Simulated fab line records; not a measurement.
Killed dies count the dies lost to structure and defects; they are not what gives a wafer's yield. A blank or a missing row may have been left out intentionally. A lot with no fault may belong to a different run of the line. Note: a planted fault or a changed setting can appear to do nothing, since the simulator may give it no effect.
The same fault as seen by 2 desks :: flow gf180mcu :: numbers are kept per desk, each desk with only its own; the story behind them comes last

DESK OF THE TOOL OWNER: implanter-04
The tool's own readings at GF_PSD_IMPLANT_09: means of the sampled wafers that have a number, for each lot that ran on this tool. Any lot whose mean is over 4 standard deviations away from the usual mean is out of limits and marked OUT; that distance is given in the brackets.
Columns: A = dose_ions_cm2 at GF_PSD_IMPLANT_09, usual 1.5e+15; B = faraday_current_uA at GF_PSD_IMPLANT_09, usual 8249; C = tilt_deg at GF_PSD_IMPLANT_09, usual 7.003 degrees
lot: L930
first seen here: day 14 18:08
A: 1.5e+15
B: 8291
C: 6.997

lot: L937
first seen here: day 16 14:45
A: 1.3e+15 (-99 or more) OUT
B: 7388 (-5.4) OUT
C: 7.015

lot: L939
first seen here: day 17 22:22
A: 1.3e+15 (-99 or more) OUT
B: 7308 (-5.9) OUT
C: 6.991

lot: L949
first seen here: day 21 04:49
A: 1.5e+15
B: 8216
C: 6.988

lot: L950
first seen here: day 21 07:06
A: 1.5e+15
B: 8262
C: 7.016

lot: L953
first seen here: day 22 06:43
A: 1.5e+15
B: 8209
C: 7.000
Finding of this desk: L937, L939 out of limits; the first was L937 at day 16 14:45, on dose_ions_cm2 at GF_PSD_IMPLANT_09. Within limits: L930, L949, L950, L953.

THE METROLOGY DESK
What the gauges read for every lot (on any tool): the sampled wafers with a number, averaged. Any lot whose mean is over 4 standard deviations away from the usual mean is out of limits and marked OUT; that distance is given in the brackets.
Columns: A = PSD_RS at GF_PSD_RS_MEAS_15, usual 108.45 ohm/sq
lot: L930
first seen here: day 14 18:41
A: 108.53

lot: L931
first seen here: day 14 20:07
A: 108.68

lot: L937
first seen here: day 16 15:19
A: 113.82 (+21) OUT

lot: L938
first seen here: day 17 03:56
A: 108.51

lot: L939
first seen here: day 17 23:04
A: 113.56 (+20) OUT

lot: L947
first seen here: day 20 07:08
A: 108.35

lot: L949
first seen here: day 21 05:23
A: 108.27

lot: L950
first seen here: day 21 07:40
A: 108.63

lot: L951
first seen here: day 21 16:55
A: 108.40

lot: L952
first seen here: day 22 01:06
A: 108.65

lot: L953
first seen here: day 22 07:17
A: 108.58
This desk's finding: out of limits on L937, L939; first on L937, day 16 15:19 (PSD_RS at GF_PSD_RS_MEAS_15). Within limits: L930, L931, L938, L947, L949, L950, L951, L952, L953.

TAKEN TOGETHER
The tool owner's desk could have raised an alarm at day 16 14:45, on L937, L939.
An alarm was possible from the metrology desk at day 16 15:19, on L937, L939.
GF_PSD_IMPLANT_09 was run on implanter-04 by each of the lots named.

WHAT THE SIMULATOR HAD INSERTED
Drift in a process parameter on implanter-04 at GF_PSD_IMPLANT_09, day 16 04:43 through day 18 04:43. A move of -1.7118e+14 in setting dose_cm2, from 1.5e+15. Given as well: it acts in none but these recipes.
Struck lots among those shown: L937, L939.
Counting hours from when the fault started, the first reading out of limits came at 10 for the tool owner's desk and at 11 for the metrology desk.
